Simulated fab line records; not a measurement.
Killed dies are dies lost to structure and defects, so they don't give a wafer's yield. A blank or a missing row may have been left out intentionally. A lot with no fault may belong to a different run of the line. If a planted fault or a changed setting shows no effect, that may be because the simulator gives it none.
What tool caused it? / flow gf180mcu / Sampling: 10 lots, 30 wafers, 5 of 602 route steps

## WHAT EACH GAUGE READ, for each wafer
GF_V4_BOW_MEAS_05. Usual: for V4_BOW the level is 135 um and the standard deviation is 10.
lot=L660; measured=day 23 04:08; on=filmMetro-03; V4_BOW (um)=132 126 141; flag=
lot=L661; measured=day 23 18:41; on=filmMetro-01; V4_BOW (um)=131 134 136; flag=
lot=L662; measured=day 24 09:56; on=filmMetro-03; V4_BOW (um)=128 136 141; flag=
lot=L664; measured=day 24 13:08; on=filmMetro-03; V4_BOW (um)=153 142 152; flag=
lot=L667; measured=day 25 23:52; on=filmMetro-02; V4_BOW (um)=156 145 142; flag=
lot=L669; measured=day 26 09:41; on=filmMetro-03; V4_BOW (um)=143 153 146; flag=
lot=L675; measured=day 28 07:59; on=filmMetro-02; V4_BOW (um)=135 145 133; flag=
lot=L680; measured=day 29 22:07; on=filmMetro-03; V4_BOW (um)=146 134 146; flag=
lot=L681; measured=day 30 06:43; on=filmMetro-03; V4_BOW (um)=136 132 135; flag=
lot=L683; measured=day 30 15:47; on=filmMetro-03; V4_BOW (um)=140 135 147; flag=

GF_V4_RS_MEAS_24: measures by four-point-probe. Usual: for V4_W_RS the level is 0.327 ohm/sq and the standard deviation is 0.0034.
lot=L660; measured=day 24 03:19; on=filmMetro-01; V4_W_RS (ohm/sq)=0.334 0.327 0.328; flag=
lot=L661; measured=day 24 18:10; on=filmMetro-01; V4_W_RS (ohm/sq)=0.325 0.324 0.323; flag=
lot=L662; measured=day 25 09:20; on=filmMetro-03; V4_W_RS (ohm/sq)=0.331 0.333 0.333; flag=
lot=L664; measured=day 25 12:16; on=filmMetro-02; V4_W_RS (ohm/sq)=0.325 0.325 0.328; flag=
lot=L667; measured=day 26 22:25; on=filmMetro-02; V4_W_RS (ohm/sq)=0.327 0.323 0.326; flag=
lot=L669; measured=day 27 08:14; on=filmMetro-01; V4_W_RS (ohm/sq)=0.325 0.328 0.330; flag=
lot=L675; measured=day 29 04:06; on=filmMetro-03; V4_W_RS (ohm/sq)=0.332 0.330 0.331; flag=
lot=L680; measured=day 30 16:40; on=filmMetro-01; V4_W_RS (ohm/sq)=0.460 0.328 0.454 0.460 0.327 0.454; flag=OFF
lot=L681; measured=day 31 01:10; on=filmMetro-03; V4_W_RS (ohm/sq)=0.459 0.462 0.324 0.459 0.462 0.325; flag=OFF
lot=L683; measured=day 31 11:27; on=filmMetro-03; V4_W_RS (ohm/sq)=0.326 0.331 0.330; flag=

GF_V4_THK_MEAS_25: measures by xrf. Usual: for V4_W_THK the level is 357 nm and the standard deviation is 6.3.
lot=L660; measured=day 24 03:26; on=filmMetro-01; V4_W_THK (nm)=352 362 362; flag=
lot=L661; measured=day 24 18:16; on=filmMetro-01; V4_W_THK (nm)=364 366 364; flag=
lot=L662; measured=day 25 09:27; on=filmMetro-03; V4_W_THK (nm)=345 345 344; flag=
lot=L664; measured=day 25 12:22; on=filmMetro-02; V4_W_THK (nm)=359 361 355; flag=
lot=L667; measured=day 26 22:31; on=filmMetro-02; V4_W_THK (nm)=358 364 358; flag=
lot=L669; measured=day 27 08:21; on=filmMetro-01; V4_W_THK (nm)=360 355 356; flag=
lot=L675; measured=day 29 04:13; on=filmMetro-03; V4_W_THK (nm)=341 346 342; flag=
lot=L680; measured=day 30 23:08; on=filmMetro-01; V4_W_THK (nm)=256 363 259 255 360 259; flag=OFF
lot=L681; measured=day 31 02:56; on=filmMetro-03; V4_W_THK (nm)=251 250 356 252 250 355; flag=OFF
lot=L683; measured=day 31 11:33; on=filmMetro-03; V4_W_THK (nm)=355 348 351; flag=

## WHICH TOOL RAN EACH LOT (tool, then ch and the chambers of the sampled wafers, then the start)
lot=L660; GF_V4_ETCH_17=rieDiel-04 ch 2,3, day 24 03:13 or earlier; GF_V4_CVD_23=cvdW-02 ch 0,1, day 24 03:13
lot=L661; GF_V4_ETCH_17=rieDiel-01 ch 1,2, day 24 18:04 or earlier; GF_V4_CVD_23=cvdW-02 ch 0,1, day 24 18:04
lot=L662; GF_V4_ETCH_17=rieDiel-03 ch 0,1,2, day 25 09:13 or earlier; GF_V4_CVD_23=cvdW-02 ch 0,1, day 25 09:13
lot=L664; GF_V4_ETCH_17=rieDiel-03 ch 0,1,3, day 25 12:09 or earlier; GF_V4_CVD_23=cvdW-01 ch 0,1, day 25 12:09
lot=L667; GF_V4_ETCH_17=rieDiel-01 ch 0,1,3, day 26 22:17 or earlier; GF_V4_CVD_23=cvdW-01 ch 0,1, day 26 22:17
lot=L669; GF_V4_ETCH_17=rieDiel-03 ch 0,2,3, day 27 08:01 or earlier; GF_V4_CVD_23=cvdW-02 ch 0, day 27 08:01
lot=L675; GF_V4_ETCH_17=rieDiel-04 ch 1,3, day 29 03:58 or earlier; GF_V4_CVD_23=cvdW-02 ch 0,1, day 29 03:58
lot=L680; GF_V4_ETCH_17=rieDiel-04 ch 1,2, day 30 16:33 or earlier; GF_V4_CVD_23=cvdW-01 ch 0,1, day 30 16:33
lot=L681; GF_V4_ETCH_17=rieDiel-01 ch 0,3, day 31 01:04 or earlier; GF_V4_CVD_23=cvdW-01 ch 0,1, day 31 01:04
lot=L683; GF_V4_ETCH_17=rieDiel-01 ch 0,1,2, day 31 11:20 or earlier; GF_V4_CVD_23=cvdW-02 ch 0,1, day 31 11:20
- GF_V4_ETCH_17: etches SiO2 in C4F8/O2/Ar, stops on TiN, target depth 630 nm.
- GF_V4_CVD_23: deposits W, target thk 350 nm, time 104.9 s.

## AS READ BY THE TOOLS THEMSELVES (means over the sampled wafers that have a number; for cases with no such wafer, the mark the record gives instead)
GF_V4_ETCH_17. Usual: oesProductAu reads 0.855 a.u. (standard deviation 0.0049).
lot=L660; tool=rieDiel-04; oesProductAu (a.u.)=0.858; flag=
lot=L661; tool=rieDiel-01; oesProductAu (a.u.)=0.857; flag=
lot=L662; tool=rieDiel-03; oesProductAu (a.u.)=0.859; flag=
lot=L664; tool=rieDiel-03; oesProductAu (a.u.)=0.851; flag=
lot=L667; tool=rieDiel-01; oesProductAu (a.u.)=0.858; flag=
lot=L669; tool=rieDiel-03; oesProductAu (a.u.)=0.851; flag=
lot=L675; tool=rieDiel-04; oesProductAu (a.u.)=0.854; flag=
lot=L680; tool=rieDiel-04; oesProductAu (a.u.)=0.857; flag=
lot=L681; tool=rieDiel-01; oesProductAu (a.u.)=0.854; flag=
lot=L683; tool=rieDiel-01; oesProductAu (a.u.)=0.857; flag=

GF_V4_CVD_23. Usual: heaterPowerW reads 922 W (standard deviation 33).
lot=L660; tool=cvdW-02; heaterPowerW (W)=920; flag=
lot=L661; tool=cvdW-02; heaterPowerW (W)=932; flag=
lot=L662; tool=cvdW-02; heaterPowerW (W)=915; flag=
lot=L664; tool=cvdW-01; heaterPowerW (W)=927; flag=
lot=L667; tool=cvdW-01; heaterPowerW (W)=949; flag=
lot=L669; tool=cvdW-02; heaterPowerW (W)=925; flag=
lot=L675; tool=cvdW-02; heaterPowerW (W)=913; flag=
lot=L680; tool=cvdW-01; heaterPowerW (W)=901; flag=
lot=L681; tool=cvdW-01; heaterPowerW (W)=912; flag=
lot=L683; tool=cvdW-02; heaterPowerW (W)=942; flag=

## THE ANSWER, worked out from the rows above alone
Rule: a lot is off if the mean of its wafers that have a number lies more than 3 standard deviations from the usual mean. Also off: a lot with no number at a reading for which 4 or more lots have one. The other lots that the step has rows for count as sound. The gauges are gone through in route order, then the tools' own readings, and for those a lot's mean is taken as printed above. At the first step where some lot is off, the reading lying furthest off is the one used; lots without a number count as furthest.
Off: L680, L681, at GF_V4_RS_MEAS_24 (V4_W_RS).
A tool fits if, at a process step before that reading, it ran every lot that is off, and no sound lot after the first of them. Those tools and the gauges at GF_V4_RS_MEAS_24 are tried in the same way. With no start given for some of its lots, GF_V4_ETCH_17 uses the hours and lot order of GF_V4_CVD_23. One fits: GF_V4_CVD_23 on cvdW-01. A fault onset in the window from L667 (day 26 22:17, its last sound lot) to L680 (day 30 16:33, its first lot off) fits.

## WHAT THE SIMULATOR HAD INSERTED
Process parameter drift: cvdW-01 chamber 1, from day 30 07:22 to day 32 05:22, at GF_V4_CVD_23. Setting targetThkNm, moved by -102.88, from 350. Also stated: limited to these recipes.
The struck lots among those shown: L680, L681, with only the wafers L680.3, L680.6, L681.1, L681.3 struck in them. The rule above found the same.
